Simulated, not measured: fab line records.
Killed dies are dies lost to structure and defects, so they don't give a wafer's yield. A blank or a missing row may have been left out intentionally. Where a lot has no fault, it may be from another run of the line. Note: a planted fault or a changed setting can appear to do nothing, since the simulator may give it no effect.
Matching of chambers ; flow sky130 ; rie diel-02 running SKY_CONTACT_ETCH_16: 4 sister chambers
The step etches BARC in N2/H2, stops on SiO2, time 45.9 s, target depth 60 nm. 16 wafers are shown with their chamber, then 8 later ones without.

WAFERS WITH THEIR CHAMBER
wafer;chamber;oes product au (a.u.);throttle valve pct (%)
L874.4;2;0.850;13.217
L874.5;0;0.858;13.231
L874.6;1;0.854;13.213
L876.1;0;0.859;13.222
L876.3;2;0.859;13.223
L876.4;3;0.857;13.213
L875.1;1;0.860;13.222
L875.4;0;0.859;13.228
L875.6;1;0.851;13.227
L880.3;0;0.860;13.219
L880.4;1;0.850;13.218
L880.6;2;0.846;13.212
L881.3;1;0.856;13.220
L881.4;2;0.848;13.235
L881.6;1;0.861;13.229
L887.1;3;0.851;13.237

SIGNATURES (means of the wafers above)
reading;chamber 0;chamber 1;chamber 2;chamber 3;scatter within a chamber
oes product au;0.85900;0.85533;0.85075;0.85400;0.0043
throttle valve pct;13.22500;13.22150;13.22175;13.22500;0.0084
Rule: for each reading, subtract the chamber's mean from the wafer's reading, divide by that reading's scatter and square the result; add these up over the readings and take the root, which gives the wafer's distance from the chamber. The wafer belongs to the nearest chamber; if the next one is less than 2 further off, it can't be placed. The scatter: take each reading less its chamber's mean, square it, sum over the shown wafers, divide by the number of wafers less the number of chambers, and take the root.

WAFERS MISSING THEIR CHAMBER
wafer;oes product au (a.u.);throttle valve pct (%)
L887.2;0.862;13.215
L887.5;0.851;13.218
L892.1;0.853;13.219
L892.3;0.848;13.240
L892.5;0.854;13.232
L896.1;0.852;13.218
L896.2;0.852;13.227
L896.4;0.859;13.221

WHICH CHAMBER EACH ONE RAN IN
wafer;from the rows above;in truth
L887.2;can't be placed: 0 or 1 or 3 or 2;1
L887.5;can't be placed: 2 or 3 or 1 or 0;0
L892.1;can't be placed: 2 or 1 or 3 or 0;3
L892.3;can't be placed: 2 or 3 or 1 or 0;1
L892.5;can't be placed: 3 or 1 or 0 or 2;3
L896.1;can't be placed: 2 or 1 or 3 or 0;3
L896.2;can't be placed: 3 or 2 or 1 or 0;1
L896.4;can't be placed: 0 or 1 or 3 or 2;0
Correct placement for 0 of the 8. Unplaceable from these rows: 8, with the true chamber sitting among the candidates in 8. Placed wrongly: 0.
